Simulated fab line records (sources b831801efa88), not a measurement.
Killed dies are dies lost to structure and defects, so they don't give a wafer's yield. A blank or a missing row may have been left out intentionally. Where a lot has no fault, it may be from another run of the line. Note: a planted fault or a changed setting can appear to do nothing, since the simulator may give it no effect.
8D (eight disciplines) problem report, filled in by code / flow gf180mcu / the parts of the form that need people (team, actions taken, sign-off) are left out

## 1. WHAT IS WRONG
Mean of timeToEndpointS at GF_V4_CMP_04: 18 s over 2 wafers from 1 lot, against 81 s (standard deviation 6) on wafers with no fault. Measured from the usual mean, that is -10 standard deviations.
The step: polishes SiO2.
Seen first at day 29 15:29 on cmp-02, wafer L257.1. Wafers with a number at this step in the record: 38, from 13 lots. The rule behind "out" and "out of limits": a value lying over 4 standard deviations away from the usual mean. The other wafers with a number count as sound.

## 2. WHAT IT IS, AND WHAT IT ISN'T
question=which readings at this step; is=timeToEndpointS; is not=headPressurePsi, motorCurrentA
question=which lots; is=L257; is not=L238, L240, L241, L242, L243, L244, L246, L248, L249, L251, L252, L253
question=which wafers of those lots; is=all that have a number; is not=-
question=read on which tools; is=cmp-02; is not=cmp-01
question=when; is=from day 29 15:29; is not=up to then (36 sound wafers)

## 3. THE SUSPECTS, EACH WITH WHAT RULES IT OUT
Counting: a tool stays on the suspect list if, at a process step up to the reading, it processed all lots that are out and no sound lot following the first of them.
- pvdSputter-02 at GF_M4_SPUTTER_00 (material Ti, target thk 37.5 nm, time 150 s): kept. It ran the lot that is out, L257 (day 28 18:58), and no sound lot after that; its last sound lot up to then is L251 (day 26 23:48).
- pvdSputter-02 at GF_M4_SPUTTER_01 (material TiN, target thk 30 nm, time 25 s): kept. It ran the lot that is out, L257 (day 28 19:04), and no sound lot after that; its last sound lot up to then is L251 (day 26 23:54).
- pecvd-03 at GF_V4_CVD_02 (deposits SiO2 from TEOS, target thk 850 nm, time 94.851 s): kept. It ran the lot that is out, L257 (day 29 15:22), and no sound lot after that; its last sound lot up to then is L253 (day 28 15:37).
- cmp-02 at GF_V4_CMP_04 (polishes SiO2): kept. It ran the lot that is out, L257 (day 29 15:29), and no sound lot after that; its last sound lot up to then is L253 (day 28 15:54). Its own timeToEndpointS readings are out on those wafers.
Left after counting: pvdSputter-02 at GF_M4_SPUTTER_00, pvdSputter-02 at GF_M4_SPUTTER_01, pecvd-03 at GF_V4_CVD_02, cmp-02 at GF_V4_CMP_04.

## 4. THE CAUSE (what the simulator had put in)
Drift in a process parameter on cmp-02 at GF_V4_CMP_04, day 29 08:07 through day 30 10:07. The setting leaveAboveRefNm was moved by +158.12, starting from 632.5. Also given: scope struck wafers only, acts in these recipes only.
Counting leaves 4 suspects; this tool is one of them.

## 5. THE EFFECT CHAIN, in route order
Rows list readings where the struck wafers' mean (over those with a number) sits beyond 3 standard deviations from the usual. Only readings for which the record gives a usual standard deviation are gone through. hours: the time from each lot's start at the first step in this table that gives one to its start at this step, as a median over the lots. sigmas: the change in usual standard deviations.
hours=0; step=GF_V4_CMP_04; reading=timeToEndpointS; usual=81 s; on struck wafers=18; change=-63; sigmas=-10
hours=-; step=GF_V4_ETCH_17; reading=oesProductAu; usual=0.856 a.u.; on struck wafers=0.974; change=+0.118; sigmas=+26
Here are the process steps it includes:
- GF_V4_CMP_04: polishes SiO2.
- GF_V4_ETCH_17: etches SiO2 in C4F8/O2/Ar, stops on TiN, target depth 630 nm.

## 6. HOW IT WOULD HAVE BEEN CAUGHT EARLIER
The fault began at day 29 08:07; the first out-of-limits reading in this record came at day 29 15:29, 7 hours later.
